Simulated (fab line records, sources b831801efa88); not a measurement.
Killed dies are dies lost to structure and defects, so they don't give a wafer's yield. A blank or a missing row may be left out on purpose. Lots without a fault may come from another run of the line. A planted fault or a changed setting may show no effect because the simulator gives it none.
A struck lot beside a sound one | flow sky130 | 15 steps out of a route of 708
Sound: wafers L134.1, L134.3, L134.6. Struck: wafers L138.2, L138.4. The cause comes at the end.
At each step with rows: each side's tool, then ch and its chambers, then its first start. Under that, the readings that differ: sound wafers | struck wafers | difference of the means | sigmas: that difference in standard deviations of wafers without a fault.
alike: readings whose means differ by less than 2 such deviations, and words and numbers that are the same on both sides. not compared: withheld readings, readings that some wafer has no value for, bounds like >300 that may hide the same value, and numbers for which the record gives no deviation and whose values overlap.
The two part at a step that has a row with sigmas, a row that says differs or no value, or rows on one side only. Numbers that don't overlap but have no deviation are shown without sigmas and don't part them. A reading that every wafer of one side lacks parts them only if that side has two wafers or more.

SKY_VIA1_CMP_02: polishes SiO2.
  sound on cmp-01 ch 0,1,2, day 34 16:24; struck on cmp-02 ch 0,1, day 35 16:11
  alike: edge_zone_pressure_frac, motor_current_A
SKY_VIA1_BOW_MEAS_03:
  sound on film_metro-03, day 34 16:36; struck on film_metro-01, day 35 16:31
  alike: VIA1_BOW
then, 8 steps without rows for these wafers: SKY_VIA1_DEHYDRATE_04 (time 60 s); SKY_VIA1_HMDS_05 (prime time 60 s); SKY_VIA1_COAT_06 (resist thk 60 nm); SKY_VIA1_COAT_07 (resist thk 450 nm); SKY_VIA1_SOFTBAKE_08 (time 90 s); SKY_VIA1_EXPOSE_09 (exposes mask VIM, target cd 150 nm); SKY_VIA1_PEB_10; SKY_VIA1_DEVELOP_11 (develop time 60 s).
SKY_VIA1_CD_MEAS_12: target cd 150 nm.
  sound on cd_sem-01, day 35 19:02; struck on cd_sem-02, day 36 18:22
  alike: cd_nm
SKY_VIA1_OVL_MEAS_13:
  sound on overlay-01, day 35 19:10; struck on overlay-02, day 36 18:28
  alike: VIA1_OVL
SKY_VIA1_ETCH_14: etches BARC in N2/H2, stops on SiO2, time 45.9 s, target depth 60 nm.
  sound on rie_diel-04 ch 0,1,2, day 35 19:12; struck on rie_diel-02 ch 0,1, day 36 18:30
  alike: drypump_motor_current_A, oes_product_au, throttle_valve_pct
  not compared: rf_hours_counter_h, model.KrF-thick_of_VIA1_COAT_07.thk_nm
SKY_VIA1_ETCH_15: etches SiO2 in C4F8/O2/Ar, stops on TiN, target depth 351 nm, time 54 s.
  sound on rie_diel-04 ch 0,1,2, day 35 19:14; struck on rie_diel-02 ch 0,1, day 36 18:32
  alike: oes_product_au
  not compared: rf_hours_counter_h
SKY_PAD_OPEN_PROBE_99:
  the record has rows for the sound wafers here (prober-01, day 47 04:57) and none for the struck ones

WHERE THEY PART
Only at SKY_PAD_OPEN_PROBE_99, within this record.

WHY: what the simulator had put in
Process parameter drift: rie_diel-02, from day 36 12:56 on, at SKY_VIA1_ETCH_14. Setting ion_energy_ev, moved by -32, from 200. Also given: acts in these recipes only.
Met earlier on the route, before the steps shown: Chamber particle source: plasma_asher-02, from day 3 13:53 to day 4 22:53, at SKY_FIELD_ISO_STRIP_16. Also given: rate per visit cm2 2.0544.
